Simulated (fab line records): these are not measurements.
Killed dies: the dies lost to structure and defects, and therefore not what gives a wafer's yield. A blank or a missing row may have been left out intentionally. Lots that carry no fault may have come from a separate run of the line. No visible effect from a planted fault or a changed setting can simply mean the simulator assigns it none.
fab line records	flow gf180mcu
[record] lots = 5	wafers = 15	lastDay = 34
route steps=602 shown M2@372 V2@382 M3@409 PASSIVATION@602
lots untouched by any fault: they come from a run of this same line in which no faults occurred
startH: hours from the record's first day to the start of the lot's first wafer shown	waitH: hours since the lot's step before	" as in the row above	L1.1+2: several wafers, shown together as one row	- no value, or no start was given	* or withheld: withheld	< > ~ a bound
route shown NAME@n: a module of which the file shows steps, and the number in the route of the first	usual: mean/standard deviation of fault-free wafers	same: alike in all rows	chamber/n: place in a boat	sites: each site's reading	_std_site: the standard deviation of these	_edge_site: inner sites' mean taken away from outer sites' mean	radiusMm: how far each site lies from the wafer's centre	mask NAME#n: copy n	behind: the tool/chamber that last shaped the wafer	hold: why the lot was held/for how many hours/how that ended	device: names the non-switching transistor (n, p or np)	end of line: the same wafers' tests at the end of the route	a step without rows: its recipe alone	killed: dies lost to structure and defects at the first sort, not the wafer's yield	map: a wafer's dies, marking killed ones x, the rest . and places with no die _
set.NAME: the setting that was run; set.NAME@STEP: the one run at that earlier step	model.NAME: the simulator's own value behind a step, which no gauge read
a table for each step, a row for each wafer; lots at some steps of the route
services: from which hour (startH, from the record's first day; less than 0 if before it) a tool's chamber was out of use, for how many hours, and why
[[steps]]
[step GF_M2_SOFTBAKE_10]
[recipe] tempC = 130	timeS = 60	resist = KrF
[step GF_M2_EXPOSE_11]
[recipe] maskId = Metal2	targetCdNm = 280	na = 0.68	sourceShape = conventional	sigmaOuter = 0.6	doseMj = 28
[step GF_M2_PEB_12]
[recipe] pebTempC = 135	pebTimeS = 90	resist = KrF
[step GF_M2_DEVELOP_13]
[recipe] developTimeS = 60	devTempC = 21
[step GF_M2_CD_MEAS_14]
[recipe] targetCdNm = 280
[usual] cdNm = 279.7/1.3
lot.wafer	tool	chamber	startH	waitH	cdNm
L576.3	cdSem-02	-	500.69	0.1	278.7
L576.4	"	-	"	"	279.0
L576.6	"	-	"	"	279.2
L579.2	cdSem-01	-	508.60	0.1	279.2
L579.3	"	-	"	"	281.1
L579.5	"	-	"	"	280.3
L582.2	cdSem-01	-	533.40	0.1	278.1
L582.5	"	-	"	"	278.2
L582.6	"	-	"	"	277.6
L583.2	cdSem-02	-	539.55	0.1	280.7
L583.3	"	-	"	"	280.1
L583.6	"	-	"	"	280.2
L594.2	cdSem-02	-	629.05	0.1	277.1
L594.3	"	-	"	"	275.8
L594.4	"	-	"	"	275.9
[step GF_M2_OVL_MEAS_15]
[usual] M2_OVL = 0/5.9
lot.wafer	tool	chamber	startH	waitH	M2_OVL[nm]
L576.3	overlay-02	-	500.79	0.1	0
L576.4	"	-	"	"	-6
L576.6	"	-	"	"	3
L579.2	overlay-01	-	508.70	0.1	16
L579.3	"	-	"	"	8
L579.5	"	-	"	"	11
L582.2	overlay-01	-	533.53	0.1	9
L582.5	"	-	"	"	9
L582.6	"	-	"	"	10
L583.2	overlay-01	-	539.65	0.1	3
L583.3	"	-	"	"	6
L583.6	"	-	"	"	7
L594.2	overlay-02	-	629.16	0.1	2
L594.3	"	-	"	"	1
L594.4	"	-	"	"	2
[step GF_M2_METAL_ETCH_16]
[recipe] chemistry = Cl2/BCl3	maskMaterial = KrF	targetDepthNm = 750.8	stopOn = SiO2	pressureMtorr = 8	icpW = 800	biasW = 140	Cl2_flow_sccm = 80	bcl3FlowSccm = 40	timeS = 125.1
[step GF_M2_STRIP_17]
[recipe] chemistry = O2/N2	powerW = 1400	pressureMtorr = 1500	platenTempC = 250	o2FlowSccm = 3000	n2FlowSccm = 300	overashFraction = 0.5
[step GF_M2_STRIP_18]
[recipe] chemistry = postEtchResidueRemover	timeS = 1200	tempC = 72.5
[step GF_M2_CLEAN_19]
[recipe] chemistry = DIW	dry = n2Spin
[step GF_V2_CVD_00]
[recipe] material = SiO2	targetThkNm = 600	sigmaOpenFrac = 0.3	tempC = 400	timeS = 100	sih4FlowSccm = 60	pressureMtorr = 6
[step GF_V2_THK_MEAS_01]
[recipe] reads = SiO2_of_V2_CVD_00
[usual] V2_CVD_00_THK = 601/6.1
lot.wafer	tool	chamber	startH	waitH	V2_CVD_00_THK[nm]
L576.3	filmMetro-02	-	501.56	0.1	596
L576.4	"	-	"	"	602
L576.6	"	-	"	"	597
L579.2	filmMetro-02	-	509.48	0.0	610
L579.3	"	-	"	"	605
L579.5	"	-	"	"	613
L582.2	filmMetro-02	-	534.31	0.0	596
L582.5	"	-	"	"	600
L582.6	"	-	"	"	593
L583.2	filmMetro-02	-	540.43	0.0	594
L583.3	"	-	"	"	604
L583.6	"	-	"	"	604
L594.2	filmMetro-01	-	629.94	0.0	603
L594.3	"	-	"	"	591
L594.4	"	-	"	"	597
[step GF_V2_CVD_02]
[recipe] material = SiO2	targetThkNm = 850	precursor = TEOS	tempC = 400	timeS = 94.851	rfW = 600
[usual] heaterPowerW = 618/88
lot.wafer	tool	chamber	startH	waitH	heaterPowerW	model.SiO2_of_V2_CVD_02.thkNm
L576.3	pecvd-03	2	501.60	0.0	586	849.8
L576.4	"	0	"	"	548	846.5
L576.6	"	2	"	"	475	868.8
L579.2	pecvd-01	0	509.53	0.0	662	865.7
L579.3	"	2	"	"	575	848.6
L579.5	"	2	"	"	462	864.9
L582.2	pecvd-01	0	534.36	0.0	559	837.7
L582.5	"	2	"	"	457	836.1
L582.6	"	0	"	"	612	851.4
L583.2	pecvd-03	0	540.48	0.0	646	426.6
L583.3	"	1	"	"	674	828.1
L583.6	"	2	"	"	548	852.2
L594.2	pecvd-04	1	629.99	0.0	612	859.7
L594.3	"	0	"	"	756	852
L594.4	"	1	"	"	677	873.8
[step GF_V2_THK_MEAS_03]
[recipe] reads = SiO2_of_V2_CVD_02
[usual] V2_CVD_02_THK = 849/12
lot.wafer	tool	chamber	startH	waitH	V2_CVD_02_THK[nm]
L576.3	filmMetro-02	-	501.69	0.1	850
L576.4	"	-	"	"	846
L576.6	"	-	"	"	869
L579.2	filmMetro-01	-	509.61	0.0	866
L579.3	"	-	"	"	849
L579.5	"	-	"	"	865
L582.2	filmMetro-03	-	534.44	0.0	838
L582.5	"	-	"	"	836
L582.6	"	-	"	"	851
L583.2	filmMetro-03	-	540.56	0.0	427
L583.3	"	-	"	"	828
L583.6	"	-	"	"	853
L594.2	filmMetro-01	-	630.07	0.0	860
L594.3	"	-	"	"	851
L594.4	"	-	"	"	874
[step GF_V2_CMP_04]
[recipe] material = SiO2	downForcePsi = 4	platenRpm = 60	padVelocityMS = 0.94248
[usual] motorCurrentA = 11.9/1.3	retainingRingPressureFrac = 0.999/0.005	timeToEndpointS = 81/6.5
lot.wafer	tool	chamber	startH	waitH	motorCurrentA	retainingRingPressureFrac	timeToEndpointS
L576.3	cmp-02	0	501.78	0.1	11.2	1.002	85
L576.4	"	1	"	"	9.7	0.994	86
L576.6	"	0	"	"	11.6	1.004	93
L579.3	cmp-01	1	509.71	0.1	13.0	1.003	79
L579.2	"	3	"	"	10.6	1.002	82
L579.5	"	1	"	"	13.3	1.002	86
L582.2	cmp-01	3	534.59	0.1	10.6	0.989	73
L582.5	"	1	"	"	12.6	0.992	74
L582.6	"	2	"	"	13.3	1.002	75
L583.2	cmp-01	2	540.61	0.0	13.2	0.990	27
L583.3	"	1	"	"	12.8	1.000	74
L583.6	"	2	"	"	13.6	0.995	79
L594.4	cmp-01	3	630.12	0.0	10.8	1.002	93
L594.2	"	0	"	"	12.0	1.001	92
L594.3	"	1	"	"	12.7	1.007	89
[step GF_V2_BOW_MEAS_05]
[recipe] mode = bow
[usual] V2_BOW = 99/8
lot.wafer	tool	chamber	startH	waitH	V2_BOW[um]
L576.3	filmMetro-02	-	502.07	0.2	95
L576.4	"	-	"	"	101
L576.6	"	-	"	"	96
L579.2	filmMetro-03	-	509.98	0.1	106
L579.3	"	-	"	"	95
L579.5	"	-	"	"	102
L582.2	filmMetro-03	-	534.81	0.2	97
L582.5	"	-	"	"	91
L582.6	"	-	"	"	85
L583.2	filmMetro-01	-	540.93	0.3	88
L583.3	"	-	"	"	102
L583.6	"	-	"	"	104
L594.2	filmMetro-01	-	630.44	0.2	102
L594.3	"	-	"	"	122
L594.4	"	-	"	"	114
[step GF_V2_DEHYDRATE_06]
[recipe] tempC = 200	timeS = 60
[step GF_V2_HMDS_07]
[recipe] primeTimeS = 60	primeTempC = 120
[step GF_V2_COAT_08]
[recipe] resist = BARC	tempC = withheld	timeS = withheld	spinRpm = withheld	resistThkNm = withheld
[step GF_V2_COAT_09]
[recipe] resist = KrF	spinRpm = withheld	resistThkNm = 1000
[step GF_V2_SOFTBAKE_10]
[recipe] tempC = 130	timeS = 60	resist = KrF
[step GF_V2_EXPOSE_11]
[recipe] maskId = Via2	targetCdNm = 260	na = 0.68	sourceShape = conventional	sigmaOuter = 0.6	doseMj = 38
[step GF_V2_PEB_12]
[recipe] pebTempC = 135	pebTimeS = 90	resist = KrF
[step GF_V2_DEVELOP_13]
[recipe] developTimeS = 60	resist = KrF	devTempC = 21
[step GF_V2_CD_MEAS_14]
[recipe] targetCdNm = 260
[usual] cdNm = 260.1/1.5
lot.wafer	tool	chamber	startH	waitH	cdNm
L576.3	cdSem-02	-	525.42	0.1	259.3
L576.4	"	-	"	"	257.9
L576.6	"	-	"	"	259.6
L579.2	cdSem-02	-	533.39	0.1	263.4
L579.3	"	-	"	"	261.3
L579.5	"	-	"	"	261.9
L582.2	cdSem-01	-	556.90	0.1	257.9
L582.5	"	-	"	"	258.6
L582.6	"	-	"	"	257.3
L583.2	cdSem-01	-	562.82	0.1	258.9
L583.3	"	-	"	"	258.6
L583.6	"	-	"	"	258.5
L594.2	cdSem-02	-	650.62	0.1	259.0
L594.3	"	-	"	"	258.3
L594.4	"	-	"	"	258.4
[step GF_V2_OVL_MEAS_15]
[usual] V2_OVL = 2/4.1
lot.wafer	tool	chamber	startH	waitH	V2_OVL[nm]
L576.3	overlay-01	-	525.51	0.1	-7
L576.4	"	-	"	"	-6
L576.6	"	-	"	"	-1
L579.2	overlay-01	-	533.50	0.1	0
L579.3	"	-	"	"	1
L579.5	"	-	"	"	-3
L582.2	overlay-01	-	557.00	0.1	6
L582.5	"	-	"	"	5
L582.6	"	-	"	"	1
L583.2	overlay-02	-	562.93	0.1	0
L583.3	"	-	"	"	1
L583.6	"	-	"	"	2
L594.2	overlay-01	-	650.73	0.1	10
L594.3	"	-	"	"	8
L594.4	"	-	"	"	5
[step GF_V2_ETCH_16]
[recipe] chemistry = N2/H2	targetDepthA = withheld	overetchA = withheld	timeS = withheld	target = BARC	ionEnergyEv = 200	sourceW = 500	biasW = 100	pressureMtorr = 30	n2FlowSccm = 100	h2FlowSccm = 200
[usual] drypumpMotorCurrentA = 5.9/0.42	oesProductAu = 0.855/0.0053	throttleValvePct = 13.225/0.0096
lot.wafer	tool	chamber	startH	waitH	drypumpMotorCurrentA	oesProductAu	throttleValvePct
L576.3	rieDiel-03	2	525.53	0.0	5.8	0.852	13.229
L576.4	"	1	"	"	5.4	0.854	13.218
L576.6	"	1	"	"	5.4	0.857	13.222
L579.2	rieDiel-04	2	533.53	0.0	6.3	0.855	13.231
L579.3	"	1	"	"	5.6	0.846	13.225
L579.5	"	3	"	"	5.7	0.859	13.223
L582.2	rieDiel-01	0	557.03	0.0	5.1	0.856	13.231
L582.5	"	3	"	"	6.3	0.851	13.203
L582.6	"	0	"	"	5.1	0.852	13.231
L583.2	rieDiel-03	3	562.96	0.0	6.2	0.859	13.231
L583.3	"	1	"	"	5.4	0.850	13.241
L583.6	"	0	"	"	6.3	0.853	13.213
L594.2	rieDiel-04	1	650.76	0.0	5.6	0.857	13.214
L594.3	"	2	"	"	6.4	0.849	13.243
L594.4	"	2	"	"	6.3	0.852	13.226
[step GF_V2_ETCH_17]
[recipe] chemistry = C4F8/O2/Ar	maskMaterial = KrF	target = SiO2	stopOn = TiN	sourceW = 1500	biasW = 1200	pressureMtorr = 40	c4f8FlowSccm = withheld	O2_flow_sccm = 6	Ar_flow_sccm = 300	timeS = withheld	targetDepthA = 6300
[usual] oesProductAu = 0.856/0.0046
lot.wafer	tool	chamber	startH	waitH	oesProductAu	model.etch.depthNm	model.V2.featureDepthNm
L576.3	rieDiel-03	2	-	-	0.861	634.3	634.3
L576.4	"	1	"	"	0.863	633.8	633.8
L576.6	"	1	"	"	0.858	633.8	633.8
L579.2	rieDiel-04	2	-	-	0.856	632.1	632.1
L579.3	"	1	"	"	0.849	632.9	632.9
L579.5	"	3	"	"	0.857	632.9	632.9
L582.2	rieDiel-01	0	-	-	0.851	630.8	630.8
L582.5	"	3	"	"	0.858	633.3	633.3
L582.6	"	0	"	"	0.856	632.2	632.2
L583.2	rieDiel-03	3	-	-	0.696	426.6	426.6
L583.3	"	1	"	"	0.853	631	631
L583.6	"	0	"	"	0.853	629.4	629.4
L594.2	rieDiel-04	1	-	-	0.864	632.4	632.4
L594.3	"	2	"	"	0.853	631.9	631.9
L594.4	"	2	"	"	0.861	630.7	630.7
[step GF_V2_STRIP_18]
[recipe] chemistry = O2/N2	powerW = 1400	pressureMtorr = 1500	platenTempC = 250	o2FlowSccm = 3000	n2FlowSccm = 300	overashFraction = 0.5
[usual] drypumpMotorCurrentA = 5.7/0.36	heaterPowerW = 336/20	oesProductAu = 0.593/0.0051
[same] overashFraction = 0.5
lot.wafer	tool	chamber	startH	waitH	drypumpMotorCurrentA	heaterPowerW	oesProductAu	rfHoursCounterH
L576.3	plasmaAsher-04	1	525.69	-	5.1	332	0.592	-
L576.4	"	0	"	"	5.8	307	0.596	-
L576.6	"	0	"	"	5.8	306	0.602	-
L579.2	plasmaAsher-04	0	533.66	-	5.8	305	0.591	11
L579.3	"	1	"	"	5.2	338	0.599	-
L579.5	"	0	"	"	5.8	304	0.602	-
L582.2	plasmaAsher-04	0	557.16	-	5.8	305	0.592	14
L582.5	"	0	"	"	5.8	311	0.591	-
L582.6	"	1	"	"	5.1	323	0.597	-
L583.2	plasmaAsher-02	1	563.09	-	5.7	327	0.588	82
L583.3	"	0	"	"	6.3	334	0.588	-
L583.6	"	0	"	"	6.2	338	0.589	-
L594.2	plasmaAsher-03	1	650.89	-	5.4	330	0.597	52
L594.3	"	1	"	"	5.3	340	0.590	-
L594.4	"	0	"	"	6.0	366	0.585	-
[step GF_V2_STRIP_19]
[recipe] chemistry = postEtchResidueRemover	timeS = 1200	tempC = 72.5
[step GF_V2_CLEAN_20]
[recipe] chemistry = DIW	dry = n2Spin
[step GF_V2_SPUTTER_21]
[recipe] material = Ti	targetThkNm = 15	chamberPressurePa = 5	powerW = 2500	substrateTempC = 200	timeS = 80.02
[step GF_V2_SPUTTER_22]
[recipe] material = TiN	targetThkNm = 10	chamberPressurePa = 5	powerW = 4000	timeS = 40
[usual] throttleValvePct = 30.0/0.8
lot.wafer	tool	chamber	startH	waitH	throttleValvePct
L576.3	pvdSputter-01	-	526.29	0.0	30.0
L576.4	"	-	"	"	30.6
L576.6	"	-	"	"	29.3
L579.2	pvdSputter-01	-	534.28	0.0	30.0
L579.3	"	-	"	"	30.4
L579.5	"	-	"	"	29.1
L582.2	pvdSputter-04	-	557.89	0.0	30.9
L582.5	"	-	"	"	30.3
L582.6	"	-	"	"	30.5
L583.2	pvdSputter-01	-	563.68	0.0	29.7
L583.3	"	-	"	"	30.3
L583.6	"	-	"	"	29.9
L594.2	pvdSputter-01	-	651.49	0.0	29.5
L594.3	"	-	"	"	29.5
L594.4	"	-	"	"	29.5
[step GF_V2_CVD_23]
[recipe] material = W	targetThkNm = 350	timeS = 104.94	tempC = 400	pressureTorr = 40
[usual] heaterPowerW = 842/80
lot.wafer	tool	chamber	startH	waitH	heaterPowerW
L576.3	cvdW-02	1	526.36	0.1	807
L576.4	"	0	"	"	762
L576.6	"	0	"	"	757
L579.2	cvdW-01	1	534.32	0.0	806
L579.3	"	1	"	"	776
L579.5	"	0	"	"	982
L582.2	cvdW-01	0	557.93	0.0	960
L582.5	"	0	"	"	978
L582.6	"	1	"	"	781
L583.2	cvdW-01	1	563.72	0.0	800
L583.3	"	0	"	"	948
L583.6	"	1	"	"	799
L594.2	cvdW-02	0	651.53	0.0	780
L594.3	"	0	"	"	751
L594.4	"	1	"	"	815
[step GF_V2_RS_MEAS_24]
[recipe] thkMeasGauge = four-point-probe	reads = W_of_V2_CVD_23+TiN_of_V2_SPUTTER_22+Ti_of_V2_SPUTTER_21
[usual] V2_W_RS = 0.3295/0.003
lot.wafer	tool	chamber	startH	waitH	V2_W_RS[ohm/sq]
L576.3	filmMetro-01	-	526.48	0.1	0.3331
L576.4	"	-	"	"	0.3350
L576.6	"	-	"	"	0.3325
L579.2	filmMetro-01	-	534.45	0.1	0.3307
L579.3	"	-	"	"	0.3329
L579.5	"	-	"	"	0.3279
L582.2	filmMetro-01	-	558.06	0.1	0.3259
L582.5	"	-	"	"	0.3293
L582.6	"	-	"	"	0.3281
L583.2	filmMetro-01	-	563.85	0.1	0.3303
L583.3	"	-	"	"	0.3290
L583.6	"	-	"	"	0.3279
L594.2	filmMetro-03	-	651.66	0.1	0.3335
L594.3	"	-	"	"	0.3336
L594.4	"	-	"	"	0.3346
[step GF_V2_THK_MEAS_25]
[recipe] thkMeasGauge = xrf	reads = W_of_V2_CVD_23
[usual] V2_W_THK = 356/4.2
lot.wafer	tool	chamber	startH	waitH	V2_W_THK[nm]
L576.3	filmMetro-01	-	526.58	0.1	352
L576.4	"	-	"	"	351
L576.6	"	-	"	"	358
L579.2	filmMetro-01	-	534.56	0.1	355
L579.3	"	-	"	"	353
L579.5	"	-	"	"	357
L582.2	filmMetro-01	-	558.17	0.1	364
L582.5	"	-	"	"	358
L582.6	"	-	"	"	362
L583.2	filmMetro-01	-	563.96	0.1	357
L583.3	"	-	"	"	357
L583.6	"	-	"	"	362
L594.2	filmMetro-03	-	651.77	0.1	347
L594.3	"	-	"	"	348
L594.4	"	-	"	"	347
[step GF_V2_CMP_26]
[recipe] stopOn = SiO2	downForcePsi = 3.5	platenRpm = 60	tOverpolishS = 15	targetThkNm = 0	padVelocityMS = 0.94248
[usual] motorCurrentA = 10.9/1.4	overpolishRunS = 15.001/0.0083	retainingRingPressureFrac = 1.000/0.0056	timeToEndpointS = 86/4.5
lot.wafer	tool	chamber	startH	waitH	motorCurrentA	overpolishRunS	retainingRingPressureFrac	timeToEndpointS	model.SiO2_of_V2_CVD_02.thkNm
L576.4	cmp-02	0	526.67	0.1	10.2	15.002	0.998	89	630
L576.3	"	1	"	"	8.4	15.001	0.999	96	630.5
L576.6	"	3	"	"	10.5	14.994	0.995	87	630
L579.2	cmp-02	2	534.71	0.1	12.2	14.998	1.005	82	628.4
L579.3	"	3	"	"	10.0	15.013	0.998	84	629.1
L579.5	"	1	"	"	8.6	14.981	1.014	91	629.2
L582.2	cmp-02	1	558.37	0.2	9.2	15.003	1.004	95	627
L582.6	"	2	"	"	12.8	14.995	1.003	83	628.4
L582.5	"	3	"	"	10.1	15.008	1.001	90	629.6
L583.2	cmp-02	2	564.01	0.0	13.1	15.002	1.008	83	422.8
L583.3	"	3	"	"	9.6	14.994	1.001	89	627.2
L583.6	"	3	"	"	9.7	15.001	1.014	87	625.6
L594.3	cmp-01	2	651.82	0.0	12.2	14.999	1.001	85	628.1
L594.2	"	3	"	"	10.1	15.010	1.003	82	628.6
L594.4	"	0	"	"	11.1	15.005	0.994	83	626.9
[step GF_M3_SPUTTER_00]
[recipe] material = Ti	targetThkNm = 37.5	arrivingIonEnergyEv = 80	substrateTempC = 200	chamberPressurePa = 2	powerW = 4000	timeS = 150
[usual] throttleValvePct = 30.2/1.2
lot.wafer	tool	chamber	startH	waitH	throttleValvePct
L576.3	pvdSputter-03	-	526.92	0.1	29.1
L576.4	"	-	"	"	31.9
L576.6	"	-	"	"	28.7
L579.2	pvdSputter-02	-	534.91	0.1	28.9
L579.3	"	-	"	"	30.2
L579.5	"	-	"	"	30.4
L582.2	pvdSputter-03	-	558.52	0.1	31.4
L582.5	"	-	"	"	32.0
L582.6	"	-	"	"	31.6
L583.2	pvdSputter-03	-	564.31	0.2	32.1
L583.3	"	-	"	"	31.4
L583.6	"	-	"	"	29.0
L594.2	pvdSputter-04	-	652.12	0.2	30.7
L594.3	"	-	"	"	29.1
L594.4	"	-	"	"	30.5
[step GF_PASSIVATION_PROBE_99]
lot.wafer	tool	chamber	startH	waitH	model.etest.met3Comb.leakLog10AUm	model.etest.via2Chain.rcOhm
L576.3	prober-02	-	721.31	0.2	-11.89	6.475
L576.4	prober-02	-	721.36	0.2	-11.88	6.567
L576.6	prober-02	-	721.46	0.2	-12.07	6.33
L579.2	prober-02	-	730.22	0.1	-11.96	6.213
L579.3	prober-02	-	730.27	0.2	-12.17	6.469
L579.5	prober-02	-	730.37	0.2	-12.13	5.948
L582.2	prober-02	-	747.41	0.1	-12.1	6.566
L582.5	prober-02	-	747.56	0.2	-12.09	6.287
L582.6	prober-02	-	747.61	0.2	-12.05	6.197
L583.2	prober-02	-	751.65	0.1	-7.124	5.897
L583.3	prober-02	-	751.70	0.2	-12.14	6.283
L583.6	prober-02	-	751.85	0.2	-11.93	6.217
L594.2	prober-01	-	818.02	0.1	-11.86	6.288
L594.3	prober-01	-	818.07	0.2	-11.92	6.491
L594.4	prober-01	-	818.12	0.2	-11.97	6.252
// killed by level:class
L576.3 CONTACT:geometricParticle:open=5 V4:geometricParticle:open=5 V1:geometricParticle:open=4 V5:geometricParticle:open=4 V3:geometricParticle:open=4 CONTACT:geometricParticle:short=3 V3:geometricParticle:short=3 V4:geometricParticle:short=3
L576.4 CONTACT:geometricParticle:open=7 STI:geometricParticle:open=5 V1:geometricParticle:open=5 V3:geometricParticle:open=5 V4:geometricParticle:open=4 V3:geometricParticle:short=4 V5:geometricParticle:open=4 V2:geometricParticle:open=3
L576.6 V3:geometricParticle:open=7 CONTACT:geometricParticle:open=6 STI:geometricParticle:short=5 V4:geometricParticle:open=4 V2:geometricParticle:open=4 V4:geometricParticle:short=4 M2:geometricParticle:short=3 STI:geometricParticle:open=2
L579.2 CONTACT:geometricParticle:open=7 V4:geometricParticle:open=7 V2:geometricParticle:open=4 V4:geometricParticle:short=4 CONTACT:geometricParticle:short=3 V5:geometricParticle:open=3 V2:geometricParticle:short=3 V3:geometricParticle:open=3
L579.3 V3:geometricParticle:open=5 V1:geometricParticle:short=4 STI:geometricParticle:open=3 STI:geometricParticle:short=3 CONTACT:geometricParticle:open=3 V2:geometricParticle:open=3 V3:geometricParticle:short=3 V5:geometricParticle:open=3
L579.5 CONTACT:geometricParticle:open=5 V5:geometricParticle:open=5 V1:geometricParticle:short=4 V3:geometricParticle:open=4 V4:geometricParticle:open=4 CONTACT:geometricParticle:short=3 V2:geometricParticle:open=3 POLY_GATE:geometricParticle:short=2
L582.2 V4:geometricParticle:open=9 V3:geometricParticle:open=4 STI:geometricParticle:open=3 CONTACT:geometricParticle:open=3 STI:geometricParticle:short=2 POLY_GATE:geometricParticle:open=2 M1:geometricParticle:short=2 V1:geometricParticle:short=2
L582.5 V5:geometricParticle:open=7 M1:geometricParticle:short=5 V4:geometricParticle:open=5 CONTACT:geometricParticle:open=4 V1:geometricParticle:open=4 V1:geometricParticle:short=3 M2:geometricParticle:short=3 V2:geometricParticle:open=3
L582.6 CONTACT:geometricParticle:short=5 V3:geometricParticle:open=5 V5:geometricParticle:open=5 V4:geometricParticle:open=4 V2:geometricParticle:open=4 CONTACT:geometricParticle:open=3 M2:geometricParticle:short=3 M4:geometricParticle:short=3
L594.2 V5:geometricParticle:open=6 V3:geometricParticle:open=5 V4:geometricParticle:open=4 CONTACT:geometricParticle:open=3 V1:geometricParticle:open=3 V2:geometricParticle:open=3 V5:geometricParticle:short=3 POLY_GATE:geometricParticle:short=2
L594.3 V2:geometricParticle:open=5 V5:geometricParticle:open=4 V3:geometricParticle:open=4 V4:geometricParticle:open=4 V1:geometricParticle:open=3 V1:geometricParticle:short=3 POLY_GATE:geometricParticle:short=2 POLY_GATE:geometricParticle:open=2
L594.4 V2:geometricParticle:open=5 V4:geometricParticle:open=5 V1:geometricParticle:open=4 STI:geometricParticle:short=3 STI:geometricParticle:open=2 CONTACT:geometricParticle:open=2 V3:geometricParticle:short=2 V3:geometricParticle:open=2
[[services]]
tool	chamber	startH	hours	kind
rieDiel-03	-	481.60	0.2	repair
rieDiel-03	-	493.43	2.6	repair
rieDiel-04	1	503.46	6.6	repair
cmp-01	-	514.98	1.4	repair
plasmaAsher-04	-	515.50	1.1	repair
cmp-01	-	522.86	3.8	pm
rieDiel-03	1	531.92	6.1	repair
cmp-02	-	542.64	2.3	repair
rieDiel-03	2	551.25	23.6	repair
cvdW-01	1	570.56	5.9	repair
rieDiel-04	3	571.08	2.5	repair
cmp-02	-	572.10	4.0	pm
rieDiel-04	-	574.67	2.8	pm
plasmaAsher-04	-	581.03	4.9	repair
pvdSputter-01	-	584.12	4.6	repair
cmp-02	-	591.76	0.2	repair
cvdW-01	0	593.78	10.0	repair
cmp-02	-	597.28	11.3	repair
cmp-02	-	607.54	2.5	repair
cvdW-01	-	609.20	14.6	pm
rieDiel-04	0	626.39	109.5	repair
pvdSputter-03	-	635.64	3.7	repair
rieDiel-03	0	638.34	12.6	repair
cmp-01	-	642.70	2.3	repair
[[key]]
[firstSign] step = GF_V2_THK_MEAS_03	reading = V2_CVD_02_THK	direction = down	sigmas = 35	usual = 849	struck = 427
[effect] step = GF_V2_CMP_04	reading = timeToEndpointS	direction = down	sigmas = 8.2	usual = *	struck = *
[effect] step = GF_V2_ETCH_17	reading = oesProductAu	direction = down	sigmas = 35	usual = 0.856	struck = 0.696
[modelEffect] step = GF_V2_CVD_02	value = SiO2_of_V2_CVD_02.thkNm	without = 849	struck = 426.6
[modelEffect] step = GF_V2_ETCH_17	value = etch.depthNm	without = 630.3	struck = 426.6
[modelEffect] step = GF_V2_CMP_26	value = SiO2_of_V2_CVD_02.thkNm	without = 626.5	struck = 422.8
[modelEffect] step = GF_PASSIVATION_PROBE_99	value = etest.met3Comb.leakLog10AUm	without = -11.97	struck = -7.124
metAt GF_V2_CVD_02
struckWafers L583.2
sortLeftOut L583.2
onsetBetween 501.60 540.48
[fault] kind = processParameterDrift	tool = pecvd-03	chamber = 0	onsetH = 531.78	steps = GF_V2_CVD_02	channel = targetThkNm	offset = -425.64	shape = step	endH = 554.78	actsIn = theseRecipesOnly	stated = 850
// sortLeftOut: the simulated sort isn't trusted on such a fault, so these wafers' sort isn't shown, and their yield isn't known
